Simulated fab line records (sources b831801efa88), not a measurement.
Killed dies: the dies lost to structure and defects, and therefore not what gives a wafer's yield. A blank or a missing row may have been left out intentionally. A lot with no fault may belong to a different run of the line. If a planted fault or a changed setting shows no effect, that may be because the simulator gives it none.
Problem report, 8D (eight disciplines) form, completed by code :: flow gf180mcu :: the parts of the form that need people (team, actions taken, sign-off) are left out

## 1. THE ISSUE
Wafers without a fault read 0.4000 Pa, standard deviation 0.0011; chamberPressurePa at GF_M3_SPUTTER_01 reads a mean of 0.3379 Pa on 6 wafers belonging to 2 lots. That is -56 standard deviations from the usual mean.
The step: material TiN, target thk 30 nm, time 25 s.
First observed at day 25 15:32: wafer L850.2, on pvdSputter-04. At this step, 18 wafers from 6 lots have a number in the record. Rule for "out" (also "out of limits"): further than 4 standard deviations from the usual mean. The other wafers with a number count as sound.

## 2. WHAT IT IS AND WHAT IT IS NOT
question: which readings at this step
is: chamberPressurePa
is not: -

question: which lots
is: L850, L852
is not: L840, L841, L854, L856

question: which wafers of those lots
is: all that have a number
is not: -

question: read on which tools
is: pvdSputter-04
is not: pvdSputter-02, pvdSputter-03

question: when
is: from day 25 15:32
is not: up to then (6 sound wafers); but 6 sound wafers of L854, L856 came after

## 3. WHAT RULES OUT EACH SUSPECT
Counting: a tool at a process step up to the reading stays a suspect if it ran every lot that is out and no sound lot after the first of them.
- rieDiel-02 at GF_V2_ETCH_17 (etches SiO2 in C4F8/O2/Ar, stops on TiN, target depth 630 nm): ruled out as a lasting fault. Sound lots L854 ran on it after its first lot that is out, L850 (day 25 14:44). GF_V2_ETCH_17: start missing for some lots; hours and lot order therefore follow GF_V2_SPUTTER_21.
- cvdW-01 at GF_V2_CVD_23 (deposits W, target thk 350 nm, time 104.94 s): ruled out as a lasting fault. Sound lots L856 ran on it after its first lot that is out, L850 (day 25 14:50).
- pvdSputter-04 at GF_M3_SPUTTER_00 (material Ti, target thk 37.5 nm, time 150 s): kept. It processed each lot that is out, first L850 at day 25 15:26, and no sound lot thereafter; up to then, the last sound lot it processed was L840 at day 22 01:10.
- pvdSputter-04 at GF_M3_SPUTTER_01 (material TiN, target thk 30 nm, time 25 s): kept. It processed each lot that is out, first L850 at day 25 15:32, and no sound lot thereafter; up to then, the last sound lot it processed was L840 at day 22 01:16. Its own readings are out on those wafers: chamberPressurePa.
The count leaves pvdSputter-04 at GF_M3_SPUTTER_01 and pvdSputter-04 at GF_M3_SPUTTER_00.

## 4. THE CAUSE (what the simulator had put in)
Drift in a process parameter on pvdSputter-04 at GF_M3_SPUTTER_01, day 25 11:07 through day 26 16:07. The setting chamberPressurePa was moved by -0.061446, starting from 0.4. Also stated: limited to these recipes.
This tool is one of the 2 suspects left after counting.

## 5. THE CHAIN OF EFFECTS, in route order
Each row: a reading where the mean over the struck wafers with a number is more than 3 standard deviations away from the usual. Only readings for which the record gives a usual standard deviation are gone through. hours: the time from each lot's start at the first step in this table that gives one to its start at this step, as a median over the lots. sigmas: the change in usual standard deviations.
hours: 0
step: GF_M3_SPUTTER_01
reading: chamberPressurePa
usual: 0.4000 Pa
on struck wafers: 0.3379
change: -0.0621
sigmas: -56
Its process steps:
- GF_M3_SPUTTER_01: material TiN, target thk 30 nm, time 25 s.

## 6. HOW IT WOULD HAVE BEEN CAUGHT EARLIER
4 hours passed between the start of the fault at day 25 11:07 and the first reading out of limits in this record, taken at day 25 15:32.
